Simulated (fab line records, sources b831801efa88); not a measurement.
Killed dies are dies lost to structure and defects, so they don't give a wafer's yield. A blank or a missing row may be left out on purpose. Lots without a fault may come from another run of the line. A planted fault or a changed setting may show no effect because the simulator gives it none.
A struck lot beside a sound one | flow gf180mcu | 43 steps out of a route of 602
Sound: wafers L339.1, L339.3, L339.6. Struck: wafers L347.4, L347.5, L347.6. The cause comes at the end.
At each step with rows: each side's tool, then ch and its chambers, then its first start. Under that, the readings that differ: sound wafers | struck wafers | difference of the means | sigmas: that difference in standard deviations of wafers without a fault.
alike: readings whose means differ by less than 2 such deviations, and words and numbers that are the same on both sides. not compared: withheld readings, readings that some wafer has no value for, bounds like >300 that may hide the same value, and numbers for which the record gives no deviation and whose values overlap.
The two part at a step that has a row with sigmas, a row that says differs or no value, or rows on one side only. Numbers that don't overlap but have no deviation are shown without sigmas and don't part them. A reading that every wafer of one side lacks parts them only if that side has two wafers or more.

GF_STI_ETCH_14: etches Si in HBr/Cl2/O2, target depth 360 nm, time 102.9 s.
  sound on rie_si-02 ch 0,2, day 2 13:44; struck on rie_si-01 ch 0,2,3, day 4 05:43
  alike: drypump_motor_current_A, oes_product_au, throttle_valve_pct
  not compared: rf_hours_counter_h
GF_STI_STRIP_15: strips in O2/N2.
  sound on plasma_asher-04 ch 0,1, day 2 13:49; struck on plasma_asher-02 ch 0,1, day 4 05:50
  reading                     | sound             | struck            | difference | sigmas
  drypump_motor_current_A (A) | 5.6 5.5 5.5       | 6.3 6.3 6.6       | +0.9       | +2
  oes_product_au (a.u.)       | 0.388 0.383 0.377 | 0.369 0.373 0.374 | -0.011     | -2
  alike: heater_power_w, platen_temp_c, strip_time_to_endpoint_s
  not compared: rf_hours_counter_h
then, 6 steps without rows for these wafers: GF_STI_CLEAN_16 (cleans in dHF, time 25 s); GF_STI_WET_ETCH_17 (etches Si3N4 in H3PO4, target depth 45 nm, time 514 s); GF_STI_CLEAN_18 (cleans in SC1/SC2, time 150 s); GF_STI_CLEAN_19 (cleans in dHF, time 20 s); GF_STI_WET_ETCH_20 (etches SiO2 in dHF, target depth 20 nm, time 400 s); GF_STI_OXIDATION_21 (stabilise 600 s, purge 300 s, target thk 15 nm).
GF_STI_THK_MEAS_22:
  sound on film_metro-02, day 2 16:37; struck on film_metro-04, day 4 07:24
  alike: STI_OXIDATION_01_THK
then, 1 step without rows for these wafers: GF_STI_CVD_23 (deposits SiO2, target thk 650 nm, time 108.3 s).
GF_STI_THK_MEAS_24:
  sound on film_metro-02, day 2 16:46; struck on film_metro-01, day 4 07:32
  alike: STI_CVD_23_THK
GF_STI_CMP_25: polishes, stops on Si3N4, t overpolish 33 s, target thk 524.6 nm.
  sound on cmp-02 ch 1,2, day 2 16:49; struck on cmp-02 ch 0,3, day 4 07:37
  reading                | sound       | struck      | difference | sigmas
  time_to_endpoint_s (s) | 133 128 135 | 114 117 117 | -16        | -3
  alike: motor_current_A, overpolish_run_s, platen_rpm, retaining_ring_pressure_frac
GF_STI_WET_ETCH_26: etches SiO2 in dHF, target depth 94 nm, time 188 s.
  sound on wet_bench-03 ch 2, day 2 17:07; struck on wet_bench-03 ch 0, day 4 07:52
then, 3 steps without rows for these wafers: GF_STI_WET_ETCH_27 (etches Si3N4 in H3PO4, target depth 160 nm, time 1825 s); GF_STI_WET_ETCH_28 (etches SiO2 in dHF, target depth 20 nm, time 40 s); GF_STI_OXIDATION_29 (stabilise 600 s, purge 300 s, target thk 10 nm).
GF_STI_THK_MEAS_30:
  sound on film_metro-02, day 2 19:10; struck on film_metro-02, day 4 11:34
  alike: STI_OXIDATION_02_THK
then, 8 steps without rows for these wafers: GF_DNWELL_DEHYDRATE_00 (time 60 s); GF_DNWELL_HMDS_01 (prime time 60 s); GF_DNWELL_COAT_02 (resist thk 3000 nm); GF_DNWELL_SOFTBAKE_03; GF_DNWELL_EXPOSE_04 (exposes mask DNWELL, target cd 1700 nm); GF_DNWELL_PEB_05; GF_DNWELL_DEVELOP_06 (develop time 60 s); GF_DNWELL_IMPLANT_07.
GF_DNWELL_STRIP_08: strips in O2/N2.
  sound on plasma_asher-01 ch 0,1, day 3 08:22; struck on plasma_asher-02 ch 0,1, day 5 01:13
  reading                     | sound       | struck      | difference | sigmas
  drypump_motor_current_A (A) | 5.7 5.5 5.5 | 6.6 6.3 6.5 | +0.9       | +2
  alike: heater_power_w, oes_product_au, platen_temp_c, strip_time_to_endpoint_s
  not compared: rf_hours_counter_h
GF_DNWELL_TW_MEAS_09:
  sound on film_metro-02, day 3 08:28; struck on film_metro-01, day 5 01:19
  alike: DNWELL_TW
then, 7 steps without rows for these wafers: GF_NWELL_DEHYDRATE_00 (time 60 s); GF_NWELL_HMDS_01 (prime time 60 s); GF_NWELL_COAT_02 (resist thk 3000 nm); GF_NWELL_SOFTBAKE_03; GF_NWELL_EXPOSE_04 (exposes mask Nwell, target cd 860 nm); GF_NWELL_PEB_05; GF_NWELL_DEVELOP_06 (develop time 60 s).
GF_NWELL_OVL_MEAS_07:
  sound on overlay-02, day 3 21:22; struck on overlay-01, day 5 15:50
  alike: NWELL_OVL
then, 2 steps without rows for these wafers: GF_NWELL_IMPLANT_08; GF_NWELL_IMPLANT_09.
GF_NWELL_STRIP_10: strips in O2/N2.
  sound on plasma_asher-03 ch 0,1, day 3 21:41; struck on plasma_asher-03 ch 0,1, day 5 16:12
  reading                      | sound             | struck            | difference | sigmas
  strip_time_to_endpoint_s (s) | 37.03 36.98 37.11 | 36.88 36.87 36.75 | -0.21      | -2
  alike: drypump_motor_current_A, heater_power_w, oes_product_au, platen_temp_c
  not compared: rf_hours_counter_h
GF_NWELL_TW_MEAS_11:
  sound on film_metro-01, day 3 21:47; struck on film_metro-01, day 5 16:17
  alike: NWELL_TW
then, 3 steps without rows for these wafers: GF_LVPWELL_DEHYDRATE_00 (time 60 s); GF_LVPWELL_HMDS_01 (prime time 60 s); GF_LVPWELL_COAT_02 (resist thk 3043 nm).
-- the record jumps here: 27 days lie between the struck wafers' starts before and after (it left off in module LVPWELL and takes up again in module PASSIVATION, whose first step shown is number 602 of the route) --
GF_PASSIVATION_PROBE_99:
  the record has rows for the struck wafers here (prober-02, day 32 08:27) and none for the sound ones

WHERE THEY PART
First at GF_STI_STRIP_15; last, within this record, at GF_PASSIVATION_PROBE_99.

WHY: what the simulator had put in
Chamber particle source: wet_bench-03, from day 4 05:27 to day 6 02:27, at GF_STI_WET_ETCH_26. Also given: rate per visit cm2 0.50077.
